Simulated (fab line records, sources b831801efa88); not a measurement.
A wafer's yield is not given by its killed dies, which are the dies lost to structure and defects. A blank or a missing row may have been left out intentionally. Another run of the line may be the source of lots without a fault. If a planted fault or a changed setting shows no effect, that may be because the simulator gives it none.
One fault seen from 2 desks :: flow sky130 :: what lay behind the numbers comes last; until then each desk has only its own

== METROLOGY DESK ==
Lot by lot, what the gauges showed, no matter which tool ran the lot: averages of those sampled wafers that carry a number. If a lot's mean is further than 4 standard deviations from the usual mean, the lot is out of limits and carries the mark OUT (the distance appears in the brackets).
Columns: A = VIA3_BOW at SKY_VIA3_BOW_MEAS_03, usual 81 um; B = cdNm at SKY_VIA3_CD_MEAS_12, usual 200.0 nm; C = VIA3_OVL at SKY_VIA3_OVL_MEAS_13, usual 0 nm
lot: L348
first seen here: day 39 00:10
A: 72
B: 202.3
C: -3

lot: L355
first seen here: day 41 04:00
A: 76
B: 198.5
C: -7

lot: L356
first seen here: day 41 11:15
A: 76
B: 200.0
C: -8

lot: L360
first seen here: day 42 13:07
A: 85
B: 199.7
C: -1

lot: L362
first seen here: day 43 00:29
A: 83
B: 201.0
C: 0

lot: L368
first seen here: day 44 18:02
A: 81
B: 200.7
C: 3
This desk found nothing out of limits on any of the 6 lots.

== FOR THE TOOL OWNER'S DESK: rieDiel-01 ==
The tool's own readings at SKY_VIA3_ETCH_14 (etches BARC in N2/H2, stops on SiO2, time 45.9 s, target depth 60 nm): means of the sampled wafers that have a number, for each lot that ran on this tool. If a lot's mean is further than 4 standard deviations from the usual mean, the lot is out of limits and carries the mark OUT (the distance appears in the brackets).
Columns: A = biasW at SKY_VIA3_ETCH_14, usual 100.00 W; B = chamberPressureMTorr at SKY_VIA3_ETCH_14, usual 29.995 mTorr; C = drypumpMotorCurrentA at SKY_VIA3_ETCH_14, usual 5.7 A; D = oesProductAu at SKY_VIA3_ETCH_14, usual 0.854 a.u.; E = runLengthS at SKY_VIA3_ETCH_14, usual 74.0 s; F = throttleValvePct at SKY_VIA3_ETCH_14, usual 13.224 %
lot: L348
first seen here: day 40 00:39
A: 100.06
B: 29.992
C: 5.8
D: 0.850
E: 73.7
F: 13.212

lot: L355
first seen here: day 42 04:23
A: 99.95
B: 30.015
C: 6.0
D: 0.883 (+6.3) OUT
E: 72.2
F: 13.226

lot: L356
first seen here: day 42 10:43
A: 100.07
B: 29.971
C: 5.9
D: 0.881 (+5.9) OUT
E: 72.2
F: 13.226
This desk's finding: out of limits on L355, L356; first on L355, day 42 04:23 (oesProductAu at SKY_VIA3_ETCH_14). Within limits: L348.

== TAKEN TOGETHER ==
At day 42 04:23, on L355, L356, the tool owner's desk was in a position to raise an alarm.
Nothing out of limits was seen by the metrology desk.
The metrology desk holds a record of L355, L356, inside its limits.
The lots listed all ran SKY_VIA3_ETCH_14 on rieDiel-01.

== WHAT WAS PUT IN BY THE SIMULATOR ==
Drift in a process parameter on rieDiel-01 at SKY_VIA3_ETCH_14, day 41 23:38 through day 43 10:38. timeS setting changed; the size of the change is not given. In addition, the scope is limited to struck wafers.
Shown lots that were struck: L355, L356.
Each desk's first reading out of limits, in hours after the fault started: the tool owner's desk, 5.
